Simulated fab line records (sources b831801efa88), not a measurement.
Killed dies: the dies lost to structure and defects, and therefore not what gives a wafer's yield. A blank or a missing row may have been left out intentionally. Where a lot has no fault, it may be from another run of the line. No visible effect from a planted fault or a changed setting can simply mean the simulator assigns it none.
8D (eight disciplines) problem report, filled in by code + flow sfqLine + the parts of the form that need people (team, actions taken, sign-off) are left out

== 1. THE PROBLEM ==
Mean of oesProductAu at SFQ_TRILAYER_R5_ETCH_METAL_ETCH_139: 0.853 a.u. across 2 wafers in 2 lots; on wafers with no fault it is 0.990 a.u. (standard deviation 0.0073). That puts it -19 standard deviations away from the usual mean.
The step: etches the open film in Cl2, stops on SiO2, target depth 60 nm, time 40 s.
The first sign was on wafer L265.4 at day 67 20:37, on rieMetal-04. At this step, 42 wafers from 14 lots have a number in the record. The rule behind "out" and "out of limits": a value lying over 4 standard deviations away from the usual mean. The other wafers with a number count as sound.

== 2. WHAT IT IS AND WHAT IT IS NOT ==
| question                    | is                | is not                                                                                 |
|-----------------------------|-------------------|----------------------------------------------------------------------------------------|
| which readings at this step | oesProductAu      | drypumpMotorCurrentA                                                                   |
| which lots                  | L265, L266        | L251, L252, L253, L256, L258, L259, L260, L261, L264, L270, L271, L272                 |
| which wafers of those lots  | L265.4, L266.6    | L265.3, L265.5, L266.2, L266.3                                                         |
| read on which tools         | rieMetal-04       | rieMetal-02, rieMetal-03                                                               |
| when                        | from day 67 20:37 | up to then (29 sound wafers); but 11 sound wafers of L266, L270, L271, L272 came after |

== 3. THE SUSPECTS, EACH WITH WHAT RULES IT OUT ==
Counting: any tool at a process step up to the reading remains a suspect provided it ran every lot that is out. Sound lots after the first of them don't rule it out here, since some wafers of a struck lot are sound.
- rieMetal-04 at SFQ_TRILAYER_R5_ETCH_METAL_ETCH_139 (etches the open film in Cl2, stops on SiO2, target depth 60 nm, time 40 s): kept. It ran every lot that is out, first L265 (day 67 20:37); its last sound lot up to then is L260 (day 60 01:28). Its own readings are out on those wafers: oesProductAu.
Remaining after the count: rieMetal-04 at SFQ_TRILAYER_R5_ETCH_METAL_ETCH_139.

== 4. THE CAUSE (what the simulator had put in) ==
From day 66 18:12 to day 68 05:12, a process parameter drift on rieMetal-04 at SFQ_TRILAYER_R5_ETCH_METAL_ETCH_139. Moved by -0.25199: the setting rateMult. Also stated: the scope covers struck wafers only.
Counting left only this tool.

== 5. SEQUENCE OF EFFECTS, ordered by route ==
One row per reading whose mean, taken over the struck wafers that have a number, lies over 3 standard deviations from the usual. Readings are gone through only where the record gives a usual standard deviation; hours: the median, over the lots, of the time from a lot's start at the first step in this table giving one to that lot's start at this step; sigmas: the change measured in usual standard deviations.
| hours | step                                | reading      | usual      | on struck wafers | change | sigmas |
|-------|-------------------------------------|--------------|------------|------------------|--------|--------|
| 0     | SFQ_TRILAYER_R5_ETCH_METAL_ETCH_139 | oesProductAu | 0.990 a.u. | 0.853            | -0.137 | -19    |
Process steps it contains:
- SFQ_TRILAYER_R5_ETCH_METAL_ETCH_139: etches the open film in Cl2, stops on SiO2, target depth 60 nm, time 40 s.

== 6. WHAT WOULD HAVE CAUGHT IT SOONER ==
The fault began at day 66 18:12; the first out-of-limits reading in this record came at day 67 20:37, 26 hours later.
